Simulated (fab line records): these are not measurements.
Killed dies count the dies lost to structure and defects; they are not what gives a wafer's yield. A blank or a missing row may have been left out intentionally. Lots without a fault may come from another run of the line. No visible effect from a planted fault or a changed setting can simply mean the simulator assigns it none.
fab line records	flow sky130
[record] lots = 24	wafers = 72	last-day = 50
route steps=708 shown METAL2@499 METAL3@564 VIA3@575 CAP2M@604 PAD_OPEN@701
lots that met no fault: taken from a fault-free run of the same line
start-h: hours from the record's first day to the start of the lot's first wafer shown	wait-h: hours from the lot's prior step to this one	" same as the row above	L1.1+2: a row that stands for several wafers	- no value present, or no start provided	* or withheld: withheld	< > ~ a bound
route shown NAME@n: a module of which the file shows steps, and the number in the route of the first	usual: the fault-free wafers' mean and standard deviation	same: alike in all rows	chamber/n: place in a boat	sites: each site's reading	_std_site: the standard deviation of these	_edge_site: the outer-site mean with the inner-site mean subtracted	radius-mm: for every site, how far away it sits from the centre of the wafer	mask NAME#n: copy n	behind: the last tool/chamber to shape the wafer	hold: why the lot went on hold/how many hours it stayed there/how the hold came to an end	device: which transistor (n, p or np) failed to switch	end of line: tests run on the same wafers once the route is complete	where a step has no rows: the recipe by itself	killed: at the first sort, the dies lost to defects and structure; wafer yield is something else	map: the dies of a wafer, with x for killed, . for not killed, _ for no die there
set.NAME: the setting as run; set.NAME@STEP: as run at that earlier step	model.NAME: the simulator's own value behind a step, which no gauge read
route steps across a sampled set of lots; one table per step, one row per wafer
services: the hour from which a tool's chamber was out of use, counted from the record's first day as start-h (under 0 if before that day), plus the number of hours and why
[[steps]]
[step SKY_METAL2_OVL_MEAS_16]
[usual] METAL2_OVL = 4/6
lot.wafer	tool	chamber	start-h	wait-h	METAL2_OVL[nm]
L074.1	overlay-02	-	819.13	0.1	-6
L074.3	"	-	"	"	-11
L074.4	"	-	"	"	1
L075.1	overlay-01	-	822.02	0.1	8
L075.4	"	-	"	"	8
L075.6	"	-	"	"	10
L076.1	overlay-01	-	827.07	0.1	5
L076.3	"	-	"	"	3
L076.6	"	-	"	"	3
L077.1	overlay-01	-	844.32	0.1	3
L077.5	"	-	"	"	4
L077.6	"	-	"	"	12
L078.2	overlay-01	-	845.47	0.1	11
L078.3	"	-	"	"	11
L078.4	"	-	"	"	6
L079.2	overlay-02	-	860.82	0.1	2
L079.3	"	-	"	"	-5
L079.5	"	-	"	"	-5
L080.2	overlay-01	-	873.84	0.1	3
L080.4	"	-	"	"	7
L080.5	"	-	"	"	7
L081.1	overlay-01	-	876.58	0.1	-2
L081.3	"	-	"	"	7
L081.6	"	-	"	"	9
L082.1	overlay-02	-	885.32	0.1	0
L082.4	"	-	"	"	2
L082.5	"	-	"	"	3
L084.1	overlay-01	-	896.22	0.1	3
L084.4	"	-	"	"	1
L084.5	"	-	"	"	11
L083.3	overlay-02	-	896.40	0.1	17
L083.4	"	-	"	"	11
L083.5	"	-	"	"	23
L085.1	overlay-01	-	905.92	0.1	9
L085.4	"	-	"	"	7
L085.6	"	-	"	"	4
L086.1	overlay-01	-	908.07	0.1	-4
L086.4	"	-	"	"	4
L086.5	"	-	"	"	-1
L087.2	overlay-02	-	923.64	0.1	10
L087.4	"	-	"	"	11
L087.6	"	-	"	"	8
L088.3	overlay-02	-	927.38	0.1	-3
L088.4	"	-	"	"	-1
L088.6	"	-	"	"	-5
L089.1	overlay-02	-	942.52	0.1	4
L089.3	"	-	"	"	8
L089.5	"	-	"	"	3
L090.3	overlay-01	-	948.15	0.1	7
L090.5	"	-	"	"	11
L090.6	"	-	"	"	-1
L091.3	overlay-02	-	952.05	0.1	8
L091.5	"	-	"	"	4
L091.6	"	-	"	"	5
L092.2	overlay-01	-	954.82	0.1	2
L092.3	"	-	"	"	-1
L092.6	"	-	"	"	3
L093.1	overlay-01	-	963.97	0.1	4
L093.4	"	-	"	"	-5
L093.5	"	-	"	"	3
L095.2	overlay-01	-	967.74	0.1	-10
L095.4	"	-	"	"	-8
L095.5	"	-	"	"	-8
L094.1	overlay-01	-	973.37	0.1	15
L094.3	"	-	"	"	9
L094.4	"	-	"	"	1
L096.1	overlay-01	-	977.34	0.1	6
L096.2	"	-	"	"	7
L096.4	"	-	"	"	5
L097.1	overlay-01	-	994.97	0.1	7
L097.2	"	-	"	"	11
L097.3	"	-	"	"	4
[step SKY_METAL3_OVL_MEAS_14]
[usual] METAL3_OVL = -1/5.7
lot.wafer	tool	chamber	start-h	wait-h	METAL3_OVL[nm]
L074.1	overlay-02	-	900.32	0.1	5
L074.3	"	-	"	"	6
L074.4	"	-	"	"	2
L075.1	overlay-02	-	901.98	0.1	4
L075.4	"	-	"	"	5
L075.6	"	-	"	"	0
L076.1	overlay-01	-	907.37	0.1	6
L076.3	"	-	"	"	5
L076.6	"	-	"	"	0
L077.1	overlay-02	-	925.13	0.1	6
L077.5	"	-	"	"	8
L077.6	"	-	"	"	1
L078.2	overlay-01	-	925.63	0.1	-5
L078.3	"	-	"	"	-4
L078.4	"	-	"	"	-1
L079.2	overlay-01	-	940.37	0.1	1
L079.3	"	-	"	"	-10
L079.5	"	-	"	"	-7
L080.2	overlay-01	-	952.68	0.1	-9
L080.4	"	-	"	"	-5
L080.5	"	-	"	"	-2
L081.1	overlay-02	-	954.12	0.1	-1
L081.3	"	-	"	"	-3
L081.6	"	-	"	"	-1
L082.1	overlay-01	-	962.17	0.1	-11
L082.4	"	-	"	"	-6
L082.5	"	-	"	"	-13
L083.3	overlay-01	-	973.58	0.1	0
L083.4	"	-	"	"	2
L083.5	"	-	"	"	6
L084.1	overlay-02	-	973.92	0.1	7
L084.4	"	-	"	"	-3
L084.5	"	-	"	"	10
L085.1	overlay-02	-	983.43	0.1	2
L085.4	"	-	"	"	-12
L085.6	"	-	"	"	-11
L086.1	overlay-01	-	983.78	0.1	2
L086.4	"	-	"	"	-10
L086.5	"	-	"	"	5
L087.2	overlay-02	-	1003.37	0.1	-6
L087.4	"	-	"	"	-12
L087.6	"	-	"	"	0
L088.3	overlay-01	-	1003.73	0.1	-10
L088.4	"	-	"	"	-2
L088.6	"	-	"	"	-2
L089.1	overlay-01	-	1016.47	0.1	-16
L089.3	"	-	"	"	-6
L089.5	"	-	"	"	-11
L090.3	overlay-01	-	1022.75	0.1	3
L090.5	"	-	"	"	1
L090.6	"	-	"	"	-5
L091.3	overlay-02	-	1026.30	0.1	3
L091.5	"	-	"	"	3
L091.6	"	-	"	"	7
L092.2	overlay-02	-	1029.32	0.1	1
L092.3	"	-	"	"	-2
L092.6	"	-	"	"	0
L093.1	overlay-02	-	1036.67	0.1	-4
L093.4	"	-	"	"	2
L093.5	"	-	"	"	-1
L095.2	overlay-01	-	1039.09	0.1	-12
L095.4	"	-	"	"	-10
L095.5	"	-	"	"	-5
L094.1	overlay-02	-	1045.52	0.1	-2
L094.3	"	-	"	"	-5
L094.4	"	-	"	"	4
L096.1	overlay-02	-	1049.97	0.1	-3
L096.2	"	-	"	"	0
L096.4	"	-	"	"	0
L097.1	overlay-01	-	1065.72	0.1	-5
L097.2	"	-	"	"	4
L097.3	"	-	"	"	-10
[step SKY_METAL3_ETCH_16]
[recipe] chemistry = N2/H2	target = BARC	ion-energy-ev = 200	bias-w = 100	pressure-mtorr = 30	n2-flow-sccm = 100	h2-flow-sccm = 200	icp-w = 500	stop-on = SiO2	time-s = 88.2	target-depth-a = 600
[usual] drypump-motor-current-A = 5.6/0.37	oes-product-au = 0.626/0.0047	rf-fwd-power-W = 497.3/1.5	throttle-valve-pct = 13.205/0.0088
lot.wafer	tool	chamber	start-h	wait-h	drypump-motor-current-A	oes-product-au	rf-fwd-power-W	rf-hours-counter-h	throttle-valve-pct
L074.1	rie-metal-02	1	900.38	0.0	5.8	0.625	496.1	0	13.208
L074.3	"	0	"	"	5.5	0.629	498.6	-	13.202
L074.4	"	1	"	"	5.8	0.627	495.4	-	13.199
L075.1	rie-metal-02	1	902.05	0.0	5.8	0.626	498.6	0	13.191
L075.4	"	0	"	"	5.5	0.629	496.8	-	13.210
L075.6	"	0	"	"	5.5	0.633	497.8	-	13.177
L076.1	rie-metal-02	1	907.44	0.0	5.8	0.621	497.5	1	13.212
L076.3	"	1	"	"	5.8	0.626	496.2	-	13.216
L076.6	"	1	"	"	5.8	0.615	497.1	-	13.189
L077.1	rie-metal-03	1	925.20	0.0	5.5	0.630	497.9	15	13.199
L077.5	"	0	"	"	5.9	0.632	497.2	-	13.199
L077.6	"	1	"	"	5.5	0.626	495.2	-	13.193
L078.2	rie-metal-01	1	925.75	0.1	6.0	0.628	496.9	-	13.197
L078.3	"	1	"	"	6.0	0.632	496.6	-	13.197
L078.4	"	1	"	"	6.0	0.620	495.4	-	13.215
L079.2	rie-metal-01	1	940.50	0.1	6.0	0.618	494.5	-	13.203
L079.3	"	1	"	"	6.0	0.622	497.5	-	13.209
L079.5	"	1	"	"	6.0	0.629	496.3	-	13.202
L080.2	rie-metal-01	1	952.74	0.0	6.0	0.617	496.6	3	13.210
L080.4	"	0	"	"	4.9	0.636	497.4	-	13.207
L080.5	"	1	"	"	6.0	0.624	496.8	-	13.197
L081.1	rie-metal-02	0	954.19	0.0	5.5	0.626	497.0	6	13.210
L081.3	"	1	"	"	5.8	0.626	498.2	-	13.216
L081.6	"	1	"	"	5.8	0.620	499.2	-	13.210
L082.1	rie-metal-02	0	962.23	0.0	5.5	0.626	496.2	7	13.197
L082.4	"	0	"	"	5.5	0.622	497.8	-	13.200
L082.5	"	1	"	"	5.8	0.624	498.3	-	13.213
L083.3	rie-metal-01	0	973.67	0.0	4.9	0.625	497.4	-	13.222
L083.4	"	1	"	"	6.0	0.624	497.4	-	13.205
L083.5	"	0	"	"	4.9	0.628	497.9	-	13.195
L084.1	rie-metal-03	0	973.98	0.0	5.9	0.634	496.4	15	13.227
L084.4	"	1	"	"	5.5	0.620	497.8	-	13.199
L084.5	"	0	"	"	5.9	0.634	497.8	-	13.199
L085.1	rie-metal-03	1	983.50	0.0	5.5	0.628	498.6	18	13.216
L085.4	"	1	"	"	5.5	0.624	501.6	-	13.221
L085.6	"	0	"	"	5.9	0.630	497.2	-	13.193
L086.1	rie-metal-01	1	983.85	0.0	6.0	0.628	496.1	5	13.210
L086.4	"	1	"	"	6.0	0.622	497.6	-	13.206
L086.5	"	0	"	"	4.9	0.621	495.9	-	13.199
L087.2	rie-metal-03	0	1003.43	0.0	5.9	0.629	499.9	17	13.201
L087.4	"	0	"	"	5.9	0.633	496.0	-	13.206
L087.6	"	0	"	"	5.9	0.629	496.6	-	13.205
L088.3	rie-metal-01	0	1003.82	0.0	4.9	0.628	497.5	-	13.200
L088.4	"	1	"	"	6.0	0.629	497.7	-	13.208
L088.6	"	0	"	"	4.9	0.625	496.4	-	13.202
L089.1	rie-metal-03	1	1016.54	0.0	5.5	0.625	497.4	20	13.205
L089.3	"	0	"	"	5.9	0.616	495.7	-	13.205
L089.5	"	0	"	"	5.9	0.626	497.5	-	13.215
L090.3	rie-metal-02	0	1022.83	0.0	5.5	0.636	498.3	-	13.200
L090.5	"	1	"	"	5.8	0.625	497.2	-	13.206
L090.6	"	0	"	"	5.5	0.629	495.0	-	13.197
L091.3	rie-metal-03	0	1026.38	0.0	5.9	0.628	500.8	-	13.205
L091.5	"	0	"	"	5.9	0.624	500.6	-	13.194
L091.6	"	1	"	"	5.4	0.632	499.6	-	13.220
L092.2	rie-metal-01	0	1029.39	0.0	4.9	0.637	499.6	5	13.195
L092.3	"	1	"	"	6.0	0.632	492.8	-	13.210
L092.6	"	0	"	"	4.9	0.628	498.8	-	13.201
L093.1	rie-metal-03	1	1036.74	0.0	5.5	0.626	498.2	21	13.196
L093.4	"	1	"	"	5.5	0.622	499.6	-	13.195
L093.5	"	0	"	"	5.9	0.636	498.6	-	13.196
L095.2	rie-metal-02	0	1039.22	0.1	5.5	0.626	495.9	-	13.192
L095.4	"	0	"	"	5.5	0.618	498.5	-	13.220
L095.5	"	0	"	"	5.5	0.622	498.5	-	13.199
L094.1	rie-metal-02	1	1045.59	0.0	5.8	0.623	497.2	7	13.200
L094.3	"	0	"	"	5.5	0.625	499.6	-	13.208
L094.4	"	1	"	"	5.8	0.632	501.1	-	13.209
L096.1	rie-metal-01	0	1050.04	0.0	4.9	0.629	495.4	6	13.192
L096.2	"	1	"	"	6.0	0.624	497.1	8	13.189
L096.4	"	1	"	"	6.0	0.632	496.1	-	13.207
L097.1	rie-metal-01	1	1065.79	0.0	6.0	0.625	497.2	9	13.211
L097.2	"	0	"	"	4.9	0.620	498.4	7	13.218
L097.3	"	0	"	"	4.9	0.628	497.1	-	13.201
[step SKY_VIA3_CMP_02]
[recipe] material = SiO2	down-force-psi = 4	platen-rpm = 60	pad-velocity-m-s = 0.94248
[usual] motor-current-A = 11.3/0.86
lot.wafer	tool	chamber	start-h	wait-h	motor-current-A
L074.3	cmp-02	2	901.64	0.2	12.1
L074.4	"	3	"	"	12.3
L074.1	"	1	"	"	12.3
L075.4	cmp-02	1	903.50	0.2	11.2
L075.1	"	2	"	"	12.9
L075.6	"	1	"	"	11.6
L076.3	cmp-01	3	908.55	0.0	11.4
L076.1	"	1	"	"	9.0
L076.6	"	3	"	"	10.8
L077.1	cmp-02	2	926.59	0.3	12.0
L077.5	"	0	"	"	11.0
L077.6	"	1	"	"	11.7
L078.3	cmp-01	0	927.02	0.1	11.5
L078.2	"	1	"	"	9.7
L078.4	"	2	"	"	12.7
L079.3	cmp-01	3	941.68	0.0	11.2
L079.2	"	0	"	"	11.0
L079.5	"	3	"	"	11.1
L080.4	cmp-02	2	954.31	0.0	11.6
L080.2	"	0	"	"	11.3
L080.5	"	3	"	"	11.6
L081.3	cmp-01	3	955.49	0.1	11.7
L081.1	"	0	"	"	11.4
L081.6	"	2	"	"	11.9
L082.1	cmp-01	0	963.42	0.1	11.1
L082.4	"	1	"	"	9.7
L082.5	"	0	"	"	11.3
L083.4	cmp-01	2	974.96	0.1	12.3
L083.3	"	3	"	"	11.0
L083.5	"	3	"	"	11.3
L084.4	cmp-02	1	975.60	0.4	11.4
L084.1	"	2	"	"	12.0
L084.5	"	0	"	"	10.9
L085.1	cmp-01	1	984.67	0.1	9.6
L085.4	"	3	"	"	11.6
L085.6	"	0	"	"	11.6
L086.4	cmp-02	2	985.08	0.0	12.1
L086.1	"	0	"	"	11.0
L086.5	"	3	"	"	12.6
L087.4	cmp-01	2	1004.59	0.0	12.8
L087.2	"	0	"	"	11.1
L087.6	"	3	"	"	10.6
L088.4	cmp-02	0	1004.90	0.0	11.0
L088.3	"	1	"	"	12.2
L088.6	"	0	"	"	11.4
L089.3	cmp-01	3	1017.68	0.0	10.3
L089.1	"	2	"	"	12.1
L089.5	"	0	"	"	11.2
L090.3	cmp-01	3	1023.92	0.0	10.8
L090.5	"	3	"	"	10.7
L090.6	"	0	"	"	10.7
L091.3	cmp-01	0	1028.09	0.4	10.8
L091.6	"	3	"	"	10.7
L091.5	"	0	"	"	10.7
L092.3	cmp-01	3	1031.34	0.9	11.4
L092.2	"	0	"	"	10.9
L092.6	"	0	"	"	10.4
L093.1	cmp-01	1	1037.95	0.1	9.6
L093.4	"	2	"	"	12.5
L093.5	"	3	"	"	11.0
L095.2	cmp-02	0	1040.45	0.1	10.9
L095.4	"	2	"	"	12.0
L095.5	"	0	"	"	10.6
L094.3	cmp-02	1	1046.73	0.0	12.1
L094.1	"	3	"	"	12.0
L094.4	"	0	"	"	10.6
L096.1	cmp-02	1	1051.15	0.1	12.1
L096.4	"	3	"	"	11.6
L096.2	"	0	"	"	10.8
L097.2	cmp-02	3	1066.91	0.0	11.7
L097.3	"	1	"	"	11.5
L097.1	"	2	"	"	12.7
[step SKY_CAP2M_THK_MEAS_01]
[recipe] reads = SiO2_of_CAP2M_CVD_00
[usual] CAP2M_CVD_00_THK = 15.49/0.24
lot.wafer	tool	chamber	start-h	wait-h	CAP2M_CVD_00_THK[nm]
L074.1	film-metro-03	-	929.29	-	15.22
L074.3	"	-	"	"	15.10
L074.4	"	-	"	"	15.40
L075.1	film-metro-03	-	930.09	-	15.38
L075.4	"	-	"	"	15.61
L075.6	"	-	"	"	15.83
L076.1	film-metro-03	-	934.96	-	15.74
L076.3	"	-	"	"	15.35
L076.6	"	-	"	"	16.11
L077.1	film-metro-03	-	953.19	-	15.20
L077.5	"	-	"	"	15.09
L077.6	"	-	"	"	15.36
L078.2	film-metro-04	-	953.90	-	15.42
L078.3	"	-	"	"	15.80
L078.4	"	-	"	"	15.44
L079.2	film-metro-04	-	967.33	-	15.34
L079.3	"	-	"	"	15.34
L079.5	"	-	"	"	15.43
L080.2	film-metro-04	-	980.52	-	15.28
L080.4	"	-	"	"	15.51
L080.5	"	-	"	"	15.75
L081.1	film-metro-03	-	981.76	-	15.44
L081.3	"	-	"	"	15.42
L081.6	"	-	"	"	15.37
L082.1	film-metro-03	-	988.44	-	15.43
L082.4	"	-	"	"	15.78
L082.5	"	-	"	"	15.73
L083.3	film-metro-01	-	1000.96	-	15.05
L083.4	"	-	"	"	15.43
L083.5	"	-	"	"	15.72
L084.1	film-metro-01	-	1001.60	-	15.21
L084.4	"	-	"	"	15.16
L084.5	"	-	"	"	15.38
L085.1	film-metro-03	-	1009.49	-	15.33
L085.4	"	-	"	"	15.76
L085.6	"	-	"	"	15.52
L086.1	film-metro-03	-	1010.37	-	15.01
L086.4	"	-	"	"	15.48
L086.5	"	-	"	"	15.65
L087.2	film-metro-01	-	1030.62	-	15.47
L087.4	"	-	"	"	15.42
L087.6	"	-	"	"	15.64
L088.3	film-metro-01	-	1030.93	-	14.97
L088.4	"	-	"	"	15.44
L088.6	"	-	"	"	15.59
L089.1	film-metro-04	-	1041.95	-	15.07
L089.3	"	-	"	"	15.01
L089.5	"	-	"	"	15.60
L090.3	film-metro-04	-	1048.34	-	15.35
L090.5	"	-	"	"	15.51
L090.6	"	-	"	"	15.91
L091.3	film-metro-03	-	1052.35	-	15.51
L091.5	"	-	"	"	15.66
L091.6	"	-	"	"	15.52
L092.2	film-metro-04	-	1055.09	-	15.64
L092.3	"	-	"	"	15.47
L092.6	"	-	"	"	15.50
L093.1	film-metro-04	-	1061.88	-	15.23
L093.4	"	-	"	"	15.40
L093.5	"	-	"	"	15.59
L095.2	film-metro-03	-	1064.18	-	15.50
L095.4	"	-	"	"	15.85
L095.5	"	-	"	"	15.94
L094.1	film-metro-04	-	1070.39	-	15.56
L094.3	"	-	"	"	15.55
L094.4	"	-	"	"	15.49
L096.1	film-metro-03	-	1074.56	-	15.51
L096.2	"	-	"	"	15.25
L096.4	"	-	"	"	15.46
L097.1	film-metro-03	-	1089.70	-	15.63
L097.2	"	-	"	"	15.75
L097.3	"	-	"	"	14.95
[step SKY_PAD_OPEN_ETCH_07]
[recipe] chemistry = CF4/O2	target-depth-nm = 725	stop-on = AlCu	source-w = 810.9	bias-w = 150	pressure-mtorr = 150	cf4-flow-sccm = 80	O2_flow_sccm = 10	time-s = 161.1
[usual] drypump-motor-current-A = 5.8/0.43	oes-product-au = 0.980/0.0071	rf-fwd-power-W = 807.4/2.6	throttle-valve-pct = 5.965/0.0086
lot.wafer	tool	chamber	start-h	wait-h	drypump-motor-current-A	oes-product-au	rf-fwd-power-W	rf-hours-counter-h	throttle-valve-pct
L074.1	rie-diel-03	1	1072.35	-	5.5	0.973	805.9	5	5.961
L074.3	"	3	"	"	6.6	0.983	802.1	20	5.982
L074.4	"	0	"	"	5.9	0.985	816.0	13	5.972
L075.1	rie-diel-02	1	1073.06	-	5.4	0.964	807.9	23	5.965
L075.4	"	2	"	"	5.1	0.973	803.9	19	5.981
L075.6	"	0	"	"	5.9	0.982	809.0	-	5.972
L076.1	rie-diel-04	1	1076.25	-	5.4	0.975	802.7	17	5.968
L076.3	"	2	"	"	6.0	0.982	812.3	27	5.960
L076.6	"	1	"	"	5.4	0.972	805.5	-	5.959
L078.2	rie-diel-02	1	1093.26	-	5.4	0.979	809.5	24	5.968
L078.3	"	2	"	"	5.1	0.973	804.0	19	5.970
L078.4	"	0	"	"	6.0	0.981	809.6	11	5.968
L077.1	rie-diel-02	0	1094.20	-	6.0	0.981	802.4	11	5.980
L077.5	"	1	"	"	5.4	0.990	806.3	-	5.960
L077.6	"	0	"	"	6.0	0.987	808.5	-	5.973
L079.2	rie-diel-02	2	1103.05	-	5.2	0.982	810.4	20	5.964
L079.3	"	1	"	"	5.4	0.974	806.8	24	5.964
L079.5	"	1	"	"	5.4	0.971	806.8	-	5.970
L080.2	rie-diel-03	0	1116.45	-	5.9	0.973	806.7	15	5.966
L080.4	"	3	"	"	6.6	0.981	806.7	-	5.978
L080.5	"	0	"	"	5.9	0.957	812.8	-	5.940
L081.1	rie-diel-04	3	1117.80	-	5.6	0.972	806.2	13	5.966
L081.3	"	2	"	"	5.9	0.980	807.0	28	5.961
L081.6	"	3	"	"	5.6	0.972	807.0	-	5.962
L082.1	rie-diel-02	3	1123.60	-	5.7	0.968	806.8	20	5.955
L082.4	"	0	"	"	6.0	0.978	806.8	12	5.966
L082.5	"	2	"	"	5.2	0.979	805.4	-	5.961
L083.3	rie-diel-03	2	1132.10	-	6.3	0.976	807.3	26	5.976
L083.4	"	3	"	"	6.6	0.980	806.2	-	5.946
L083.5	"	0	"	"	5.9	0.983	806.4	-	5.953
L084.1	rie-diel-04	3	1132.45	-	5.6	0.981	808.4	14	5.970
L084.4	"	1	"	"	5.4	0.991	807.7	19	5.976
L084.5	"	3	"	"	5.6	0.976	809.8	-	5.967
L085.1	rie-diel-02	0	1140.20	-	6.0	0.982	803.3	13	5.959
L085.4	"	2	"	"	5.2	0.988	806.8	21	5.963
L085.6	"	3	"	"	5.6	0.985	804.1	-	5.959
L086.1	rie-diel-03	3	1141.15	-	6.6	0.969	804.6	23	5.961
L086.4	"	0	"	"	5.9	0.991	803.7	16	5.969
L086.5	"	0	"	"	5.9	0.986	810.3	-	5.967
L087.2	rie-diel-03	3	1155.15	-	6.6	0.987	807.5	23	5.963
L087.4	"	1	"	"	5.5	0.986	805.3	7	5.966
L087.6	"	2	"	"	6.3	0.973	807.6	-	5.963
L088.3	rie-diel-04	2	1155.57	-	5.9	0.986	807.7	30	5.978
L088.4	"	1	"	"	5.4	0.987	804.4	-	5.962
L088.6	"	0	"	"	6.3	0.975	811.1	-	5.978
L089.1	rie-diel-04	3	1165.97	-	5.6	0.978	805.3	15	5.959
L089.3	"	1	"	"	5.4	0.972	804.2	20	5.971
L089.5	"	1	"	"	5.4	0.987	805.4	-	5.968
L090.3	rie-diel-02	3	1170.65	-	5.6	0.983	806.8	22	5.974
L090.5	"	3	"	"	5.6	0.994	806.0	-	5.964
L090.6	"	0	"	"	5.9	0.985	809.6	-	5.970
L091.3	rie-diel-02	2	1173.40	-	5.2	0.972	806.3	22	5.981
L091.5	"	0	"	"	5.9	0.978	806.8	-	5.954
L091.6	"	3	"	"	5.7	0.991	804.2	-	5.968
L092.2	rie-diel-03	2	1175.80	-	6.3	0.978	809.1	28	5.956
L092.3	"	3	"	"	6.6	0.980	808.1	24	5.976
L092.6	"	3	"	"	6.6	0.982	806.9	-	5.960
L093.1	rie-diel-02	1	1180.07	-	5.4	0.982	807.3	28	5.961
L093.4	"	3	"	"	5.7	0.980	808.8	23	5.958
L093.5	"	0	"	"	6.0	0.980	806.3	-	5.973
L095.2	rie-diel-03	0	1181.75	-	5.9	0.973	807.5	18	5.957
L095.4	"	3	"	"	6.6	0.996	804.3	-	5.965
L095.5	"	0	"	"	5.9	0.992	806.5	-	5.986
L094.1	rie-diel-04	3	1186.07	-	5.6	0.976	808.0	15	5.964
L094.3	"	1	"	"	5.4	0.989	809.4	21	5.967
L094.4	"	2	"	"	5.9	0.982	811.5	30	5.972
L096.1	rie-diel-03	0	1191.25	-	5.9	0.984	811.2	18	5.954
L096.2	"	1	"	"	5.6	0.980	809.9	9	5.953
L096.4	"	0	"	"	5.9	0.988	808.6	-	5.964
L097.1	rie-diel-02	1	1200.75	-	5.4	0.974	811.1	29	5.971
L097.2	"	0	"	"	5.9	0.984	808.4	16	5.971
L097.3	"	3	"	"	5.6	0.986	806.1	24	5.973
[[services]]
tool	chamber	start-h	hours	kind
rie-diel-02	0	885.32	19.8	repair
rie-diel-03	1	890.19	7.6	repair
rie-diel-03	2	898.96	46.7	repair
cmp-02	-	908.55	2.2	repair
cmp-02	-	920.52	1.4	repair
cmp-01	-	922.82	4.0	pm
rie-metal-02	-	953.26	0.6	repair
rie-diel-02	-	955.24	1.5	repair
cmp-02	-	964.89	2.0	repair
cmp-02	-	973.13	1.3	repair
rie-diel-03	1	990.32	1.9	repair
rie-diel-02	0	992.54	2.4	repair
rie-diel-02	3	1006.26	4.6	repair
rie-diel-02	2	1007.23	3.2	repair
cmp-02	-	1023.69	7.2	pm
cmp-02	-	1030.87	4.6	pm
cmp-02	-	1078.63	1.6	repair
cmp-02	-	1084.28	4.0	pm
cmp-01	-	1085.69	1.4	repair
rie-diel-02	2	1126.08	11.8	repair
cmp-02	-	1133.71	10.7	pm
cmp-01	-	1151.77	6.1	pm
cmp-01	-	1157.90	19.3	pm
cmp-01	-	1177.24	4.3	pm
[[key]]
fault none
